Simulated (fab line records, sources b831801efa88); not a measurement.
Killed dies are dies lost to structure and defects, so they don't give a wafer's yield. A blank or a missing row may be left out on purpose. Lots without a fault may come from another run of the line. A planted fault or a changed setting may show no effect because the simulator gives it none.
fab line records | flow sky130
record lots=6 wafers=18 last_day=50
route steps=708 shown VT_ADJUST_NCORE@121 VT_ADJUST_HVTR@131 PAD_OPEN@708
lots that met no fault: from a run of the same line without faults
start_h: hours from the record's first day to the start of the lot's first wafer shown | wait_h: hours since the lot's step before | " the same as in the row above | L1.1+2: a row that stands for several wafers | - no value, or no start given | * or withheld: withheld | < > ~ a bound
route shown NAME@n: a module of which the file shows steps, and the number in the route of the first | usual: mean/standard deviation of fault-free wafers | same: alike in all rows | chamber/n: place in a boat | sites: the reading at each site | _std_site: their standard deviation | _edge_site: outer sites' mean less inner sites' | radius_mm: how far each site lies from the wafer's centre | mask NAME#n: copy n | behind: the tool/chamber that last shaped the wafer | hold: why the lot was held/for how many hours/how that ended | device: the transistor (n, p or np) that didn't switch | end of line: the same wafers' tests at the end of the route | a step without rows: its recipe alone | killed: dies lost to structure and defects at the first sort, not the wafer's yield | map: a wafer's dies, x killed, . not, _ none there
set.NAME: the setting as run; set.NAME@STEP: as run at that earlier step | model.NAME: the simulator's own value behind a step, which no gauge read
lots at some steps of the route; a table a step, a row a wafer
services: from which hour (start_h, from the record's first day; less than 0 if before it) a tool's chamber was out of use, for how many hours, and why
## steps
# step SKY_VT_ADJUST_NCORE_COAT_02
# recipe resist=NOVOLAK spin_rpm=3000 resist_thk_nm=1140
# step SKY_VT_ADJUST_NCORE_SOFTBAKE_03
# recipe temp_c=88.97 time_s=60 resist=NOVOLAK
# step SKY_VT_ADJUST_NCORE_EXPOSE_04
# recipe mask_id=LVTN_COMPLEMENT_THIN na=0.6 source_shape=conventional sigma_outer=0.6 polarization=unpolarized target_cd_nm=380 dose_mj=141.6
# step SKY_VT_ADJUST_NCORE_PEB_05
# recipe temp_c=withheld time_s=* resist=NOVOLAK
# step SKY_VT_ADJUST_NCORE_DEVELOP_06
# recipe resist=NOVOLAK developer=TMAH develop_time_s=60 dev_temp_c=23
# step SKY_VT_ADJUST_NCORE_CD_MEAS_07
# recipe target_cd_nm=380
# usual cd_nm=380.1/2.1
# columns lot.wafer tool chamber start_h wait_h cd_nm
L617.1 cd_sem-02 - 217.70 0.1 381.2
L617.2 " - " " 380.7
L617.6 " - " " 380.8
L618.1 cd_sem-01 - 225.34 0.1 379.0
L618.3 " - " " 382.3
L618.4 " - " " 379.1
L620.1 cd_sem-01 - 234.90 0.1 378.5
L620.3 " - " " 381.0
L620.4 " - " " 380.5
L625.1 cd_sem-01 - 273.20 0.1 381.2
L625.4 " - " " 380.7
L625.6 " - " " 380.3
L634.1 cd_sem-01 - 338.35 0.1 379.6
L634.2 " - " " 376.3
L634.4 " - " " 379.9
L635.3 cd_sem-01 - 342.39 0.1 381.3
L635.4 " - " " 382.8
L635.6 " - " " 380.0
# step SKY_VT_ADJUST_NCORE_OVL_MEAS_08
# usual VT_ADJUST_NCORE_OVL=-0.4/1.4
# columns lot.wafer tool chamber start_h wait_h VT_ADJUST_NCORE_OVL[nm]
L617.1 overlay-01 - 217.82 0.1 0.6
L617.2 " - " " 1.7
L617.6 " - " " -0.5
L618.1 overlay-01 - 225.46 0.1 -2.3
L618.3 " - " " -1.7
L618.4 " - " " -2.3
L620.1 overlay-01 - 235.02 0.1 -1.1
L620.3 " - " " -0.4
L620.4 " - " " 0.3
L625.1 overlay-01 - 273.32 0.1 -1.3
L625.4 " - " " -2.1
L625.6 " - " " -1.0
L634.1 overlay-01 - 338.47 0.1 -0.4
L634.2 " - " " -1.8
L634.4 " - " " 0.3
L635.3 overlay-01 - 342.48 0.1 -0.5
L635.4 " - " " 0.4
L635.6 " - " " 0.5
# step SKY_VT_ADJUST_NCORE_IMPLANT_09
# recipe species=B energy_kev=10 dose_cm2=2.4e+12 tilt_deg=withheld
# step SKY_VT_ADJUST_NCORE_STRIP_10
# recipe chemistry=O2/N2 power_w=1400 pressure_mtorr=1500 platen_temp_c=withheld o2_flow_sccm=3000 n2_flow_sccm=300 overash_fraction=0.5
# usual drypump_motor_current_A=5.6/0.44 n2_flow_sccm=300.0/0.89 oes_product_au=0.716/0.0048 strip_time_to_endpoint_s=14.20/0.04
# columns lot.wafer tool chamber start_h wait_h drypump_motor_current_A n2_flow_sccm oes_product_au rf_hours_counter_h strip_time_to_endpoint_s
L617.1 plasma_asher-02 1 218.00 0.1 5.1 300.2 0.706 52 14.21
L617.2 " 0 " " 5.2 299.3 0.716 52 14.21
L617.6 " 1 " " 5.1 301.0 0.713 - 14.21
L618.1 plasma_asher-01 1 225.64 0.1 5.2 300.0 0.726 42 14.20
L618.3 " 0 " " 5.8 300.1 0.715 - 14.18
L618.4 " 1 " " 5.2 299.8 0.712 - 14.17
L620.1 plasma_asher-03 1 235.20 0.1 5.9 300.2 0.724 10 14.28
L620.3 " 1 " " 5.9 300.8 0.711 - 14.26
L620.4 " 0 " " 6.5 297.8 0.717 - 14.27
L625.1 plasma_asher-03 1 273.50 0.1 5.9 299.2 0.709 13 14.22
L625.4 " 1 " " 5.9 299.5 0.711 - 14.19
L625.6 " 0 " " 6.5 300.0 0.718 - 14.21
L634.1 plasma_asher-01 1 338.65 0.1 5.2 298.0 0.719 54 14.22
L634.2 " 0 " " 5.8 300.1 0.717 54 14.25
L634.4 " 0 " " 5.8 300.3 0.718 - 14.24
L635.3 plasma_asher-02 0 342.68 0.1 5.2 299.8 0.719 - 14.20
L635.4 " 1 " " 5.2 300.4 0.722 - 14.20
L635.6 " 0 " " 5.2 302.0 0.710 - 14.24
# step SKY_VT_ADJUST_NCORE_TW_MEAS_11
# usual VT_ADJUST_NCORE_TW=217.9/1.7
# columns lot.wafer tool chamber start_h wait_h VT_ADJUST_NCORE_TW
L617.1 film_metro-01 - 218.10 0.1 215.9
L617.2 " - " " 216.2
L617.6 " - " " 216.3
L618.1 film_metro-04 - 225.74 0.1 220.0
L618.3 " - " " 218.7
L618.4 " - " " 219.7
L620.1 film_metro-03 - 235.30 0.1 218.7
L620.3 " - " " 219.9
L620.4 " - " " 219.1
L625.1 film_metro-01 - 273.60 0.1 217.5
L625.4 " - " " 217.1
L625.6 " - " " 217.0
L634.1 film_metro-03 - 338.75 0.1 218.6
L634.2 " - " " 219.4
L634.4 " - " " 219.0
L635.3 film_metro-03 - 342.77 0.1 220.5
L635.4 " - " " 219.4
L635.6 " - " " 218.7
# step SKY_VT_ADJUST_HVTR_DEHYDRATE_00
# recipe temp_c=200 time_s=60
# step SKY_VT_ADJUST_HVTR_HMDS_01
# recipe prime_time_s=60 prime_temp_c=120
# step SKY_VT_ADJUST_HVTR_COAT_02
# recipe resist=NOVOLAK spin_rpm=3000 resist_thk_nm=1140
# usual spin_speed_rpm=2999.9/1.7
# columns lot.wafer tool chamber start_h wait_h spin_speed_rpm model.NOVOLAK_of_VT_ADJUST_HVTR_COAT_02.thk_nm
L617.1 litho_track-03 0 229.00 0.1 2998.3 1141
L617.2 " 0 " " 2999.9 1141
L617.6 " 0 " " 3000.1 1140
L618.1 litho_track-01 0 236.22 0.1 3000.6 1144
L618.3 " 0 " " 2999.6 1142
L618.4 " 0 " " 3001.6 1144
L620.1 litho_track-01 0 246.12 0.1 3001.5 1138
L620.3 " 0 " " 2999.2 1140
L620.4 " 0 " " 2999.7 1136
L625.1 litho_track-04 0 285.39 0.1 2999.3 1143
L625.4 " 0 " " 3000.3 1144
L625.6 " 0 " " 2999.0 1145
L634.1 litho_track-04 0 352.04 0.1 3454.1 1067
L634.2 " 0 " " 3452.1 1069
L634.4 " 0 " " 3451.9 1066
L635.3 litho_track-04 0 356.69 0.1 3452.7 1065
L635.4 " 0 " " 3454.3 1065
L635.6 " 0 " " 3452.4 1065
# step SKY_VT_ADJUST_HVTR_SOFTBAKE_03
# recipe temp_c=90 time_s=60 resist=NOVOLAK
# step SKY_VT_ADJUST_HVTR_EXPOSE_04
# recipe mask_id=HVTRM target_cd_nm=380 na=0.6 source_shape=conventional sigma_outer=0.6 dose_mj=150
# step SKY_VT_ADJUST_HVTR_PEB_05
# recipe temp_c=withheld time_s=* resist=NOVOLAK
# step SKY_VT_ADJUST_HVTR_DEVELOP_06
# recipe develop_time_s=60 dev_temp_c=23
# columns lot.wafer tool chamber start_h wait_h model.NOVOLAK_of_VT_ADJUST_HVTR_COAT_02.thk_nm
L617.1 litho_track-03 0 239.80 0.1 1141
L617.2+6 " 0 " " 1140
L618.1+4 litho_track-04 0 247.64 0.1 1144
L618.3 " 0 " " 1142
L620.1 litho_track-01 0 257.77 0.1 1137
L620.3 " 0 " " 1140
L620.4 " 0 " " 1136
L625.1 litho_track-04 0 295.94 0.1 1143
L625.4 " 0 " " 1144
L625.6 " 0 " " 1145
L634.1+4 litho_track-03 0 365.80 0.1 1066
L634.2 " 0 " " 1068
L635.3+6 litho_track-04 0 370.04 0.1 1065
L635.4 " 0 " " 1064
# step SKY_VT_ADJUST_HVTR_CD_MEAS_07
# recipe target_cd_nm=380
# usual cd_nm=380.2/2.2
# columns lot.wafer tool chamber start_h wait_h cd_nm
L617.1 cd_sem-01 - 239.95 0.1 379.0
L617.2 " - " " 382.4
L617.6 " - " " 380.7
L618.1 cd_sem-01 - 247.79 0.1 378.4
L618.3 " - " " 381.4
L618.4 " - " " 379.5
L620.1 cd_sem-01 - 257.92 0.1 381.1
L620.3 " - " " 380.9
L620.4 " - " " 381.5
L625.1 cd_sem-01 - 296.09 0.1 381.2
L625.4 " - " " 381.1
L625.6 " - " " 376.5
L634.1 cd_sem-01 - 365.95 0.1 387.3
L634.2 " - " " 387.0
L634.4 " - " " 388.5
L635.3 cd_sem-01 - 370.18 0.1 387.2
L635.4 " - " " 388.4
L635.6 " - " " 385.3
# step SKY_VT_ADJUST_HVTR_OVL_MEAS_08
# usual VT_ADJUST_HVTR_OVL=1.2/1.4
# columns lot.wafer tool chamber start_h wait_h VT_ADJUST_HVTR_OVL[nm]
L617.1 overlay-02 - 240.07 0.1 2.0
L617.2 " - " " 1.6
L617.6 " - " " 0.5
L618.1 overlay-02 - 247.91 0.1 1.9
L618.3 " - " " 1.6
L618.4 " - " " 1.5
L620.1 overlay-02 - 258.04 0.1 0.7
L620.3 " - " " 0.5
L620.4 " - " " -0.1
L625.1 overlay-02 - 296.21 0.1 1.6
L625.4 " - " " 1.6
L625.6 " - " " -0.6
L634.1 overlay-01 - 366.07 0.1 1.7
L634.2 " - " " 0.5
L634.4 " - " " -0.8
L635.3 overlay-02 - 370.27 0.1 1.4
L635.4 " - " " 0.2
L635.6 " - " " 1.2
# step SKY_VT_ADJUST_HVTR_IMPLANT_09
# recipe species=B energy_kev=10 dose_cm2=2.1e+12 tilt_deg=withheld
# step SKY_VT_ADJUST_HVTR_STRIP_10
# recipe chemistry=O2/N2 power_w=1400 pressure_mtorr=1500 platen_temp_c=withheld o2_flow_sccm=3000 n2_flow_sccm=300 overash_fraction=0.5
# usual drypump_motor_current_A=5.9/0.36 n2_flow_sccm=299.9/0.98 oes_product_au=0.715/0.0044 strip_time_to_endpoint_s=14.19/0.04
# columns lot.wafer tool chamber start_h wait_h drypump_motor_current_A n2_flow_sccm oes_product_au rf_hours_counter_h strip_time_to_endpoint_s
L617.1 plasma_asher-04 1 240.25 0.1 6.0 298.8 0.714 55 14.19
L617.2 " 0 " " 6.0 300.8 0.722 55 14.18
L617.6 " 1 " " 6.0 299.2 0.711 - 14.18
L618.1 plasma_asher-01 0 248.09 0.1 5.9 300.7 0.727 44 14.22
L618.3 " 1 " " 5.2 300.9 0.713 - 14.19
L618.4 " 0 " " 5.9 300.6 0.722 - 14.23
L620.1 plasma_asher-01 1 258.23 0.1 5.2 300.5 0.708 45 14.16
L620.3 " 1 " " 5.2 301.1 0.711 - 14.19
L620.4 " 0 " " 5.8 300.0 0.713 - 14.14
L625.1 plasma_asher-01 1 296.39 0.1 5.2 300.2 0.706 50 14.21
L625.4 " 1 " " 5.2 301.5 0.711 - 14.23
L625.6 " 1 " " 5.2 298.7 0.722 - 14.23
L634.1 plasma_asher-04 1 366.25 0.1 6.0 300.0 0.712 68 13.32
L634.2 " 0 " " 5.9 301.2 0.718 68 13.35
L634.4 " 0 " " 6.0 301.5 0.716 - 13.30
L635.3 plasma_asher-04 1 370.48 0.1 6.0 299.1 0.712 - 13.28
L635.4 " 0 " " 6.0 299.9 0.715 - 13.30
L635.6 " 1 " " 6.0 299.6 0.715 - 13.29
# step SKY_VT_ADJUST_HVTR_TW_MEAS_11
# usual VT_ADJUST_HVTR_TW=209.7/1.5
# columns lot.wafer tool chamber start_h wait_h VT_ADJUST_HVTR_TW
L617.1 film_metro-01 - 240.35 0.1 208.6
L617.2 " - " " 210.5
L617.6 " - " " 208.7
L618.1 film_metro-01 - 248.19 0.1 208.2
L618.3 " - " " 208.9
L618.4 " - " " 209.1
L620.1 film_metro-04 - 258.33 0.1 210.5
L620.3 " - " " 211.3
L620.4 " - " " 210.4
L625.1 film_metro-02 - 296.49 0.1 208.3
L625.4 " - " " 208.9
L625.6 " - " " 209.8
L634.1 film_metro-02 - 366.35 0.1 208.8
L634.2 " - " " 209.7
L634.4 " - " " 209.9
L635.3 film_metro-04 - 370.56 0.1 212.4
L635.4 " - " " 211.4
L635.6 " - " " 211.2
# step SKY_PAD_OPEN_PROBE_99
# usual killed_at_M0_to_M3=43/7.4 killed_at_M4_up=3.5/2.1 killed_at_contacts=24/5.4 killed_at_front_end=15/4.7 killed_at_other=0.2/0.44 killed_dies=85/10 killed_open=47/7.1 killed_short=38/7
# same gross_dies=492 killed_at_back_side=0
# columns lot.wafer tool chamber start_h wait_h killed_at_M0_to_M3 killed_at_M4_up killed_at_contacts killed_at_front_end killed_at_other killed_dies killed_open killed_short
L618.1 prober-01 - 1118.60 0.1 35 4 20 18 0 77 41 36
L618.3 prober-01 - 1118.70 0.2 55 7 19 19 0 100 49 51
L618.4 prober-01 - 1118.75 0.2 32 2 26 15 0 75 45 30
L620.1 prober-01 - 1124.75 0.1 38 2 18 17 0 75 45 30
L620.3 prober-01 - 1124.85 0.2 44 8 27 13 1 93 44 49
L620.4 prober-01 - 1124.90 0.2 45 6 29 16 1 97 49 48
L625.1 prober-01 - 1149.49 0.1 32 4 18 13 0 67 36 31
L625.4 prober-01 - 1149.64 0.2 35 3 26 8 0 72 39 33
L625.6 prober-01 - 1149.74 0.2 39 4 27 14 1 85 52 33
L635.3 prober-01 - 1194.87 0.2 45 0 42 19 0 106 61 45
L635.4 prober-01 - 1194.92 0.2 40 3 27 19 0 89 57 32
L635.6 prober-01 - 1195.02 0.2 43 4 24 14 0 85 42 43
# killed by level:class
L618.1 VIA1:geometric_particle:open=7 VIA2:geometric_particle:open=7 POLY_GATE:geometric_particle:short=6 FIELD_ISO:geometric_particle:open=5 LOCAL_INTERCONNECT:geometric_particle:short=5 CONTACT:geometric_particle:short=5 POLY_GATE:geometric_particle:open=4 LI_CONTACT:geometric_particle:open=4
L618.3 VIA1:geometric_particle:open=13 METAL1:geometric_particle:short=9 CONTACT:geometric_particle:open=7 METAL2:geometric_particle:short=7 VIA2:geometric_particle:open=7 POLY_GATE:geometric_particle:open=6 METAL4:geometric_particle:short=6 CONTACT:geometric_particle:short=5
L618.4 CONTACT:geometric_particle:open=13 VIA2:geometric_particle:open=7 POLY_GATE:geometric_particle:open=6 CONTACT:geometric_particle:short=6 VIA1:geometric_particle:open=5 POLY_GATE:geometric_particle:short=4 LI_CONTACT:geometric_particle:open=4 FIELD_ISO:geometric_particle:short=3
L620.1 VIA1:geometric_particle:open=9 VIA1:geometric_particle:short=7 POLY_GATE:geometric_particle:open=6 CONTACT:geometric_particle:open=6 VIA3:geometric_particle:open=4 LI_CONTACT:geometric_particle:open=4 CONTACT:geometric_particle:short=4 VIA2:geometric_particle:open=4
L620.3 VIA1:geometric_particle:open=11 CONTACT:geometric_particle:open=7 LOCAL_INTERCONNECT:geometric_particle:short=7 CONTACT:geometric_particle:short=6 VIA3:geometric_particle:open=6 METAL4:geometric_particle:short=6 LI_CONTACT:geometric_particle:open=5 METAL1:geometric_particle:short=5
L620.4 CONTACT:geometric_particle:open=9 LI_CONTACT:geometric_particle:open=8 VIA1:geometric_particle:open=8 METAL4:geometric_particle:short=6 VIA3:geometric_particle:open=6 POLY_GATE:geometric_particle:open=5 LOCAL_INTERCONNECT:geometric_particle:short=5 CONTACT:geometric_particle:short=5
L625.1 VIA2:geometric_particle:open=7 LI_CONTACT:geometric_particle:open=5 VIA1:geometric_particle:open=5 VIA3:geometric_particle:open=5 FIELD_ISO:geometric_particle:short=4 LOCAL_INTERCONNECT:geometric_particle:short=4 CONTACT:geometric_particle:open=4 VIA1:geometric_particle:short=4
L625.4 VIA1:geometric_particle:open=11 CONTACT:geometric_particle:open=8 LI_CONTACT:geometric_particle:open=6 LOCAL_INTERCONNECT:geometric_particle:short=5 CONTACT:geometric_particle:short=5 METAL1:geometric_particle:short=5 FIELD_ISO:geometric_particle:short=4 METAL2:geometric_particle:short=4
L625.6 VIA1:geometric_particle:open=14 CONTACT:geometric_particle:open=10 VIA3:geometric_particle:open=7 LI_CONTACT:geometric_particle:open=6 LOCAL_INTERCONNECT:geometric_particle:short=6 POLY_GATE:geometric_particle:open=4 VIA2:geometric_particle:open=4 METAL4:geometric_particle:short=4
L635.3 VIA1:geometric_particle:open=12 CONTACT:geometric_particle:open=11 LOCAL_INTERCONNECT:geometric_particle:short=10 VIA2:geometric_particle:open=10 LI_CONTACT:geometric_particle:open=8 LI_CONTACT:geometric_particle:short=8 FIELD_ISO:geometric_particle:short=7 POLY_GATE:geometric_particle:short=6
L635.4 VIA1:geometric_particle:open=13 CONTACT:geometric_particle:open=10 LI_CONTACT:geometric_particle:open=9 VIA3:geometric_particle:open=7 VIA2:geometric_particle:open=6 FIELD_ISO:geometric_particle:short=5 METAL2:geometric_particle:short=5 POLY_GATE:geometric_particle:open=4
L635.6 VIA1:geometric_particle:open=10 CONTACT:geometric_particle:open=8 VIA3:geometric_particle:open=7 LI_CONTACT:geometric_particle:open=6 METAL2:geometric_particle:short=6 CONTACT:geometric_particle:short=5 VIA3:geometric_particle:short=5 FIELD_ISO:geometric_particle:short=4
## services
# columns tool chamber start_h hours kind
plasma_asher-03 - 212.11 17.1 repair
plasma_asher-02 - 270.27 10.1 repair
plasma_asher-03 - 301.46 10.7 repair
plasma_asher-02 - 321.00 0.9 repair
plasma_asher-03 - 331.70 2.5 repair
## key
first_sign step=SKY_VT_ADJUST_HVTR_COAT_02 reading=spin_speed_rpm direction=up sigmas=99+ usual=2999.9 struck=3452.9
effect step=SKY_VT_ADJUST_HVTR_CD_MEAS_07 reading=cd_nm direction=up sigmas=3.2 usual=380.2 struck=387.3
effect step=SKY_VT_ADJUST_HVTR_STRIP_10 reading=strip_time_to_endpoint_s direction=down sigmas=22 usual=* struck=*
model_effect step=SKY_VT_ADJUST_HVTR_COAT_02 value=NOVOLAK_of_VT_ADJUST_HVTR_COAT_02.thk_nm without=1144 struck=1066
model_effect step=SKY_VT_ADJUST_HVTR_DEVELOP_06 value=NOVOLAK_of_VT_ADJUST_HVTR_COAT_02.thk_nm without=1143 struck=1066
met_at SKY_VT_ADJUST_HVTR_COAT_02
struck_wafers L634.1,L634.2,L634.4,L635.3,L635.4,L635.6
tester_left_out L634,L635
onset_between 285.39 352.04
fault kind=process_parameter_drift tool=litho_track-04 chamber=- onset_h=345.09 steps=SKY_VT_ADJUST_HVTR_COAT_02 channel=spin_rpm offset=452.36 shape=step end_h=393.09 acts_in=these_recipes_only stated=3000
# tester_left_out: of these lots the tester's yield and bins aren't shown, on N5 and GAA mostly nor the transistor test; their killed dies are dies lost to structure and defects alone, not to doping, threshold or leakage, so they don't give the yield
